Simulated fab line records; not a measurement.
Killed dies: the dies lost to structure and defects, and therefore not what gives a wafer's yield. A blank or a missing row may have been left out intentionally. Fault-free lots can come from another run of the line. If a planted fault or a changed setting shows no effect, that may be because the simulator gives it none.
fab line records	flow sky130
[record] lots = 6	wafers = 18	lastDay = 50
route steps=708 shown VIA1@461 PAD_OPEN@708
lots that met no fault: taken from a fault-free run of the same line
startH: hours from the record's first day to the start of the lot's first wafer shown	waitH: how many hours have passed since the lot's step before this one	" repeats the value in the row above	L1.1+2: a row that stands for several wafers	- no value, or no start was given	* or withheld: withheld	< > ~ a bound
route shown NAME@n: NAME is a module with steps in the file, n the number in the route of the first one	usual: mean/standard deviation taken from wafers without a fault	same: alike in all rows	chamber/n: place in a boat	sites: each site's reading	_std_site: their standard deviation	_edge_site: mean of outer sites minus mean of inner sites	radiusMm: for every site, how far away it sits from the centre of the wafer	mask NAME#n: copy n	behind: the last tool/chamber to shape the wafer	hold: reason for holding the lot/hours on hold/outcome of the hold	device: the transistor (n, p or np) that didn't switch	end of line: tests of these same wafers at the route's end	for a step that has no rows: nothing shown but its recipe	killed: count of dies lost to structure and defects at first sort (not the wafer's yield)	map: a wafer's dies, marking killed ones x, the rest . and places with no die _
set.NAME: the run value of the setting; set.NAME@STEP: its run value at that earlier step	model.NAME: the simulator's own value behind a step, which no gauge read
lots at selected steps of the route; one table per step, one row per wafer
services: when a tool's chamber went out of use (startH, in hours from the record's first day, below 0 if earlier), for how many hours, and the reason
[[steps]]
[step SKY_VIA1_BOW_MEAS_03]
[recipe] mode = bow
[usual] VIA1_BOW = 79/6.3
lot.wafer	tool	chamber	startH	waitH	VIA1_BOW[um]
L790.1	filmMetro-04	-	796.58	0.2	74
L790.3	"	-	"	"	77
L790.6	"	-	"	"	82
L792.2	filmMetro-04	-	804.92	0.1	82
L792.4	"	-	"	"	83
L792.6	"	-	"	"	84
L804.1	filmMetro-02	-	893.51	0.2	83
L804.3	"	-	"	"	83
L804.5	"	-	"	"	65
L805.4	filmMetro-01	-	908.46	0.3	81
L805.5	"	-	"	"	80
L805.6	"	-	"	"	79
L809.2	filmMetro-01	-	933.26	0.1	83
L809.5	"	-	"	"	77
L809.6	"	-	"	"	65
L810.1	filmMetro-01	-	936.97	0.1	89
L810.2	"	-	"	"	84
L810.4	"	-	"	"	88
[step SKY_VIA1_DEHYDRATE_04]
[recipe] tempC = 200	timeS = 60
[step SKY_VIA1_HMDS_05]
[recipe] primeTimeS = 60	primeTempC = 120
[step SKY_VIA1_COAT_06]
[recipe] resist = BARC	tempC = withheld	timeS = withheld	spinRpm = 3000	resistThkNm = 60
[step SKY_VIA1_COAT_07]
[recipe] resist = KrF-thick	spinRpm = 3000	resistThkNm = 450
[step SKY_VIA1_SOFTBAKE_08]
[recipe] tempC = 100	timeS = 90	resist = KrF-thick
[step SKY_VIA1_EXPOSE_09]
[recipe] maskId = VIM	na = 0.8	sourceShape = annular	sigmaInner = 0.55	sigmaOuter = 0.85	targetCdNm = 150	doseMj = 38
[step SKY_VIA1_PEB_10]
[recipe] pebTempC = withheld	pebTimeS = withheld	resist = KrF-thick
[step SKY_VIA1_DEVELOP_11]
[recipe] developTimeS = 60	resist = KrF-thick	devTempC = 21
[step SKY_VIA1_CD_MEAS_12]
[recipe] targetCdNm = 150
[usual] cdNm = 150.2/1.6
lot.wafer	tool	chamber	startH	waitH	cdNm
L790.1	cdSem-01	-	823.24	-	149.8
L790.3	"	-	"	"	150.9
L790.6	"	-	"	"	149.8
L792.2	cdSem-02	-	831.83	-	150.7
L792.4	"	-	"	"	151.0
L792.6	"	-	"	"	150.0
L804.1	cdSem-02	-	919.16	-	151.1
L804.3	"	-	"	"	152.7
L804.5	"	-	"	"	152.8
L805.4	cdSem-02	-	933.67	-	153.4
L805.5	"	-	"	"	152.9
L805.6	"	-	"	"	152.6
L809.2	cdSem-01	-	958.24	-	148.0
L809.5	"	-	"	"	149.7
L809.6	"	-	"	"	150.0
L810.1	cdSem-01	-	962.02	-	150.4
L810.2	"	-	"	"	149.4
L810.4	"	-	"	"	152.3
[step SKY_VIA1_OVL_MEAS_13]
[usual] VIA1_OVL = 3/5.4
lot.wafer	tool	chamber	startH	waitH	VIA1_OVL[nm]
L790.1	overlay-02	-	823.36	0.1	11
L790.3	"	-	"	"	7
L790.6	"	-	"	"	8
L792.2	overlay-02	-	831.94	0.1	1
L792.4	"	-	"	"	2
L792.6	"	-	"	"	3
L804.1	overlay-01	-	919.28	0.1	1
L804.3	"	-	"	"	11
L804.5	"	-	"	"	7
L805.4	overlay-02	-	933.75	0.1	8
L805.5	"	-	"	"	5
L805.6	"	-	"	"	1
L809.2	overlay-01	-	958.34	0.1	0
L809.5	"	-	"	"	10
L809.6	"	-	"	"	2
L810.1	overlay-02	-	962.14	0.1	3
L810.2	"	-	"	"	7
L810.4	"	-	"	"	6
[step SKY_VIA1_ETCH_14]
[recipe] chemistry = N2/H2	target = BARC	ionEnergyEv = 200	sourceW = 500	biasW = 100	pressureMtorr = 30	n2FlowSccm = 100	h2FlowSccm = 200	stopOn = SiO2	timeS = 45.9	targetDepthA = 600
[usual] biasW = 100.0/0.31	chamberPressureMTorr = 29.999/0.025	drypumpMotorCurrentA = 5.7/0.51	oesProductAu = 0.855/0.0049	throttleValvePct = 13.226/0.0093
lot.wafer	tool	chamber	startH	waitH	biasW	chamberPressureMTorr	drypumpMotorCurrentA	oesProductAu	rfHoursCounterH	throttleValvePct
L790.1	rieDiel-03	1	823.40	0.0	100.4	29.977	5.8	0.852	11	13.227
L790.3	"	3	"	"	99.4	29.977	5.3	0.853	5	13.228
L790.6	"	3	"	"	99.9	29.973	5.3	0.861	-	13.237
L792.2	rieDiel-01	3	831.97	0.0	99.7	30.028	5.9	0.854	21	13.224
L792.4	"	2	"	"	100.0	30.001	5.5	0.855	1	13.230
L792.6	"	2	"	"	100.3	29.962	5.5	0.852	-	13.243
L804.1	rieDiel-03	0	919.32	0.0	99.8	29.958	6.7	0.857	9	13.233
L804.3	"	1	"	"	99.7	29.986	5.9	0.863	13	13.208
L804.5	"	1	"	"	100.1	30.016	5.9	0.852	-	13.203
L805.4	rieDiel-03	1	933.77	0.0	100.1	30.007	5.9	0.856	14	13.242
L805.5	"	0	"	"	99.7	29.987	6.7	0.854	-	13.223
L805.6	"	3	"	"	99.9	30.015	5.3	0.858	-	13.230
L809.2	rieDiel-01	1	958.37	0.0	99.6	30.012	4.9	0.861	15	13.210
L809.5	"	1	"	"	99.8	29.976	4.9	0.852	-	13.226
L809.6	"	0	"	"	99.9	29.944	5.8	0.854	-	13.229
L810.1	rieDiel-02	1	962.17	0.0	100.3	29.991	5.6	0.859	12	13.216
L810.2	"	3	"	"	100.1	29.987	6.1	0.851	12	13.224
L810.4	"	2	"	"	99.3	29.982	6.5	0.856	5	13.240
[step SKY_VIA1_ETCH_15]
[recipe] target = SiO2	chemistry = C4F8/O2/Ar	targetDepthNm = 351	stopOn = TiN	maskMaterial = KrF-thick	sourceW = 1500	biasW = 1200	pressureMtorr = 40	c4f8FlowSccm = withheld	O2_flow_sccm = 6	Ar_flow_sccm = 300	timeS = 54
[usual] biasW = 1200/3.6	chamberPressureMTorr = 40.00/0.038	oesProductAu = 0.980/0.0061
lot.wafer	tool	chamber	startH	waitH	biasW	chamberPressureMTorr	oesProductAu	rfHoursCounterH	model.VIA1.featureDepthNm	model.etch.depthNm	model.KrF-thick_of_VIA1_COAT_07.thkNm
L790.1	rieDiel-03	1	823.44	0.0	1204	39.95	0.984	11	345.2	345.2	322
L790.3	"	3	"	"	1201	39.98	0.983	5	345.5	345.5	322
L790.6	"	3	"	"	1205	40.00	0.980	-	345.9	345.9	321.7
L792.2	rieDiel-01	3	832.01	0.0	1200	40.04	0.978	22	344.5	344.5	324.4
L792.4	"	2	"	"	1200	40.07	0.979	1	345.9	345.9	323.9
L792.6	"	2	"	"	1198	40.04	0.978	-	346.4	346.4	324.2
L804.1	rieDiel-03	0	919.36	0.0	1031	39.99	0.958	9	330.8	330.8	326.4
L804.3	"	1	"	"	1198	40.04	0.981	13	344	344	319.8
L804.5	"	1	"	"	1199	39.98	0.984	-	345.6	345.6	321.3
L805.4	rieDiel-03	1	933.81	0.0	1197	39.98	0.985	14	345.2	345.2	321.8
L805.5	"	0	"	"	1043	40.02	0.966	-	337.4	337.4	325.1
L805.6	"	3	"	"	1203	39.99	0.982	-	345.2	345.2	321.6
L809.2	rieDiel-01	1	958.41	0.0	1207	39.98	0.989	15	343.4	343.4	324.6
L809.5	"	1	"	"	1196	39.98	0.973	-	343.2	343.2	324.9
L809.6	"	0	"	"	1198	39.97	0.985	-	344.3	344.3	323.9
L810.1	rieDiel-02	1	962.21	0.0	1201	40.03	0.977	12	346.6	346.6	321.8
L810.2	"	3	"	"	1205	39.93	0.979	12	343.9	343.9	318.8
L810.4	"	2	"	"	1198	40.03	0.987	5	344.7	344.7	321.6
[step SKY_VIA1_STRIP_16]
[recipe] chemistry = O2/N2	powerW = 1400	pressureMtorr = 1500	platenTempC = withheld	o2FlowSccm = 3000	n2FlowSccm = 300	overashFraction = 0.5
[usual] chamberPressureMTorr = 1500.0/1.3	drypumpMotorCurrentA = 5.73/0.25	oesProductAu = 0.415/0.0046	stripTimeToEndpointS = 4.462/0.022
lot.wafer	tool	chamber	startH	waitH	chamberPressureMTorr	drypumpMotorCurrentA	oesProductAu	rfHoursCounterH	stripTimeToEndpointS
L790.1	plasmaAsher-03	1	823.49	0.0	1500.0	5.23	0.410	41	4.439
L790.3	"	1	"	"	1500.9	5.20	0.425	-	4.464
L790.6	"	0	"	"	1498.4	5.83	0.408	-	4.441
L792.2	plasmaAsher-04	1	832.06	0.0	1500.8	5.77	0.414	71	4.477
L792.4	"	0	"	"	1501.0	6.06	0.415	-	4.472
L792.6	"	1	"	"	1498.5	5.77	0.421	-	4.481
L804.1	plasmaAsher-04	1	919.41	0.0	1497.9	5.75	0.417	81	4.509
L804.3	"	1	"	"	1500.9	5.74	0.409	-	4.431
L804.5	"	0	"	"	1499.7	6.03	0.422	-	4.451
L805.4	plasmaAsher-01	1	933.89	0.1	1498.0	5.74	0.425	-	4.438
L805.5	"	0	"	"	1497.0	5.58	0.418	-	4.474
L805.6	"	1	"	"	1499.9	5.75	0.410	-	4.453
L809.2	plasmaAsher-03	1	958.46	0.0	1500.8	5.17	0.413	55	4.485
L809.5	"	0	"	"	1501.0	5.84	0.421	-	4.486
L809.6	"	1	"	"	1500.1	5.22	0.409	-	4.481
L810.1	plasmaAsher-03	1	962.26	0.0	1500.6	5.22	0.419	55	4.459
L810.2	"	0	"	"	1499.1	5.84	0.411	55	4.436
L810.4	"	0	"	"	1499.4	5.84	0.414	-	4.454
[step SKY_PAD_OPEN_PROBE_99]
[usual] defectLimitedYield = 82.8/2	killed_at_M0_to_M3 = 43/6.8	killed_at_M4_up = 3.3/1.9	killedAtContacts = 24/5.3	killedAtFrontEnd = 14/4.3	killedAtOther = 0.3/0.62	killedDies = 85/9.8	killedOpen = 46/8	killedShort = 39/5.9	sort_bin_3_pad_short = 0.8/0.39	sort_bin_5_function = 10.2/1.5	sort_bin_6_memory = 6.2/1.2	sortNPass = 407/9.8	sortYieldPct = 82.8/2
[same] grossDies = 492	killedAtBackSide = 0	sort_bin_4_leakage[%] = 0	sort_bin_8_speed[%] = 0
lot.wafer	tool	chamber	startH	waitH	defectLimitedYield[%]	killed_at_M0_to_M3	killed_at_M4_up	killedAtContacts	killedAtFrontEnd	killedAtOther	killedDies	killedOpen	killedShort	sort_bin_3_pad_short[%]	sort_bin_5_function[%]	sort_bin_6_memory[%]	sortNPass	sortYieldPct[%]
L790.1	prober-01	-	1110.00	0.1	83.9	45	1	21	12	0	79	31	48	0.6	7.5	7.9	413	83.9
L790.3	prober-01	-	1110.10	0.2	82.7	44	0	24	17	0	85	52	33	0.8	12.4	4.1	407	82.7
L790.6	prober-01	-	1110.25	0.2	80.9	46	4	24	20	0	94	55	39	0.6	12.8	5.7	398	80.9
L792.2	prober-01	-	1115.24	0.1	80.1	43	5	37	13	0	98	63	35	0.8	13.2	5.9	394	80.1
L792.4	prober-01	-	1115.34	0.2	82.9	43	2	28	10	1	84	48	36	2.2	7.9	6.9	408	82.9
L792.6	prober-01	-	1115.44	0.2	83.9	38	3	26	12	0	79	41	38	0.8	11.4	3.9	413	83.9
L804.1	prober-01	-	1182.75	0.1	84.3	42	1	17	17	0	77	45	32	0.8	8.9	5.9	415	84.3
L804.3	prober-01	-	1182.85	0.2	80.3	41	4	27	25	0	97	49	48	0.8	11.8	7.1	395	80.3
L804.5	prober-01	-	1182.95	0.2	85.2	31	5	23	14	0	73	37	36	0.2	9.6	5.1	419	85.2
L805.4	prober-02	-	1191.58	0.2	82.1	35	7	33	13	0	88	51	37	0.4	9.6	7.9	404	82.1
L805.5	prober-02	-	1191.63	0.2	83.9	42	1	18	18	0	79	41	38	1.6	9.8	4.7	413	83.9
L805.6	prober-02	-	1191.68	0.2	82.9	41	3	25	15	0	84	48	36	0.4	10.8	5.9	408	82.9
L810.1	prober-01	-	1210.83	0.1	84.8	47	3	15	10	0	75	31	44	1.2	8.7	5.3	417	84.8
L810.2	prober-01	-	1210.88	0.1	80.5	63	4	18	11	0	96	53	43	0.2	13.4	5.9	396	80.5
L810.4	prober-01	-	1210.98	0.2	81.9	50	6	21	12	0	89	48	41	0.8	10.0	7.3	403	81.9
// killed by level:class
L790.1 VIA1:geometricParticle:open=10 CONTACT:geometricParticle:open=8 VIA2:geometricParticle:open=7 VIA3:geometricParticle:short=6 LOCAL_INTERCONNECT:geometricParticle:short=6 VIA1:geometricParticle:short=6 METAL2:geometricParticle:short=6 POLY_GATE:geometricParticle:short=5
L790.3 VIA1:geometricParticle:open=11 VIA2:geometricParticle:open=10 CONTACT:geometricParticle:open=9 CONTACT:geometricParticle:short=8 VIA3:geometricParticle:open=6 METAL3:geometricParticle:short=5 FIELD_ISO:geometricParticle:open=4 POLY_GATE:geometricParticle:open=4
L790.6 POLY_GATE:geometricParticle:open=8 CONTACT:geometricParticle:open=8 VIA3:geometricParticle:open=8 VIA1:geometricParticle:open=7 FIELD_ISO:geometricParticle:open=5 METAL1:geometricParticle:short=5 VIA3:geometricParticle:short=5 VIA2:geometricParticle:open=5
L792.2 CONTACT:geometricParticle:open=17 VIA1:geometricParticle:open=16 LI_CONTACT:geometricParticle:open=7 VIA2:geometricParticle:open=6 CONTACT:geometricParticle:short=5 VIA3:geometricParticle:open=5 FIELD_ISO:geometricParticle:open=4 LOCAL_INTERCONNECT:geometricParticle:short=4
L792.4 CONTACT:geometricParticle:open=12 VIA1:geometricParticle:open=12 LI_CONTACT:geometricParticle:open=7 VIA2:geometricParticle:open=7 FIELD_ISO:geometricParticle:short=5 VIA1:geometricParticle:short=4 VIA2:geometricParticle:short=4 METAL3:geometricParticle:short=3
L792.6 VIA1:geometricParticle:open=10 CONTACT:geometricParticle:open=9 LOCAL_INTERCONNECT:geometricParticle:short=7 METAL2:geometricParticle:short=6 METAL1:geometricParticle:short=5 VIA2:geometricParticle:open=5 LI_CONTACT:geometricParticle:open=4 METAL1:geometricParticle:open=4
L804.1 VIA1:geometricParticle:open=9 VIA3:geometricParticle:open=7 LI_CONTACT:geometricParticle:open=7 CONTACT:geometricParticle:open=7 METAL2:geometricParticle:short=7 POLY_GATE:geometricParticle:open=6 VIA1:geometricParticle:short=5 VIA2:geometricParticle:open=5
L804.3 VIA1:geometricParticle:open=12 LI_CONTACT:geometricParticle:open=11 FIELD_ISO:geometricParticle:short=7 METAL1:geometricParticle:short=7 CONTACT:geometricParticle:short=6 FIELD_ISO:geometricParticle:open=5 LI_CONTACT:geometricParticle:short=5 POLY_GATE:geometricParticle:open=4
L804.5 CONTACT:geometricParticle:open=11 VIA1:geometricParticle:open=8 FIELD_ISO:geometricParticle:short=5 LI_CONTACT:geometricParticle:open=5 METAL2:geometricParticle:short=5 METAL4:geometricParticle:short=5 VIA3:geometricParticle:open=4 LOCAL_INTERCONNECT:geometricParticle:short=4
L805.4 CONTACT:geometricParticle:open=14 VIA1:geometricParticle:open=12 LI_CONTACT:geometricParticle:open=7 CONTACT:geometricParticle:short=7 VIA1:geometricParticle:short=6 VIA3:geometricParticle:open=6 METAL2:geometricParticle:short=5 FIELD_ISO:geometricParticle:short=4
L805.5 FIELD_ISO:geometricParticle:open=10 METAL1:geometricParticle:short=9 VIA2:geometricParticle:open=6 LI_CONTACT:geometricParticle:open=5 CONTACT:geometricParticle:open=5 CONTACT:geometricParticle:short=5 VIA1:geometricParticle:open=5 METAL2:geometricParticle:short=5
L805.6 VIA1:geometricParticle:open=12 CONTACT:geometricParticle:open=10 VIA3:geometricParticle:open=8 CONTACT:geometricParticle:short=6 VIA1:geometricParticle:short=6 FIELD_ISO:geometricParticle:open=4 POLY_GATE:geometricParticle:short=4 LI_CONTACT:geometricParticle:open=4
L810.1 METAL2:geometricParticle:short=8 CONTACT:geometricParticle:open=7 VIA2:geometricParticle:open=6 VIA3:geometricParticle:open=5 VIA1:geometricParticle:short=5 VIA1:geometricParticle:open=5 VIA2:geometricParticle:short=5 LOCAL_INTERCONNECT:geometricParticle:short=4
L810.2 VIA1:geometricParticle:open=16 VIA3:geometricParticle:open=10 VIA1:geometricParticle:short=7 VIA2:geometricParticle:open=7 VIA3:geometricParticle:short=6 CONTACT:geometricParticle:open=6 METAL2:geometricParticle:short=6 CONTACT:geometricParticle:short=4
L810.4 CONTACT:geometricParticle:open=13 VIA1:geometricParticle:open=11 VIA3:geometricParticle:open=10 METAL2:geometricParticle:short=7 VIA2:geometricParticle:open=5 METAL4:geometricParticle:short=5 FIELD_ISO:geometricParticle:short=4 CONTACT:geometricParticle:short=4
[[services]]
tool	chamber	startH	hours	kind
rieDiel-02	2	807.78	-	clean
rieDiel-02	2	807.78	17.8	scheduledDown
rieDiel-02	2	807.78	17.8	ventCycle
rieDiel-01	-	814.32	1.2	repair
plasmaAsher-01	-	820.74	14.6	pm
plasmaAsher-03	-	828.14	3.8	repair
rieDiel-02	3	841.46	3.8	repair
rieDiel-01	-	850.39	0.8	repair
plasmaAsher-03	-	855.61	7.6	repair
rieDiel-02	-	865.08	0.2	repair
plasmaAsher-03	-	908.00	0.4	repair
plasmaAsher-04	-	923.14	3.5	repair
rieDiel-01	3	924.23	2.2	repair
rieDiel-03	-	928.22	0.3	repair
rieDiel-02	0	930.93	-	clean
rieDiel-02	0	930.93	13.0	scheduledDown
rieDiel-02	0	930.93	13.0	ventCycle
rieDiel-03	0	938.88	2.1	repair
rieDiel-03	-	950.06	0.2	repair
rieDiel-01	3	953.25	-	clean
rieDiel-01	3	953.25	-	consumableReplace:showerhead
rieDiel-01	3	953.25	23.1	scheduledDown
rieDiel-01	3	953.25	23.1	ventCycle
[[key]]
[firstSign] step = SKY_VIA1_ETCH_15	reading = biasW	direction = down	sigmas = 45	usual = 1200	struck = 1037
[effect] step = SKY_VIA1_ETCH_15	reading = oesProductAu	direction = down	sigmas = 2.9	usual = 0.980	struck = 0.962
[modelEffect] step = SKY_VIA1_ETCH_15	value = VIA1.featureDepthNm	without = 343.7	struck = 334.1
metAt SKY_VIA1_ETCH_15
struckWafers L804.1,L805.5
[fault] kind = processParameterDrift	tool = rieDiel-03	chamber = 0	onsetH = 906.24	steps = SKY_VIA1_ETCH_15	channel = biasW	offset = -163.13	shape = step	endH = 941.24	actsIn = theseRecipesOnly	stated = 1200
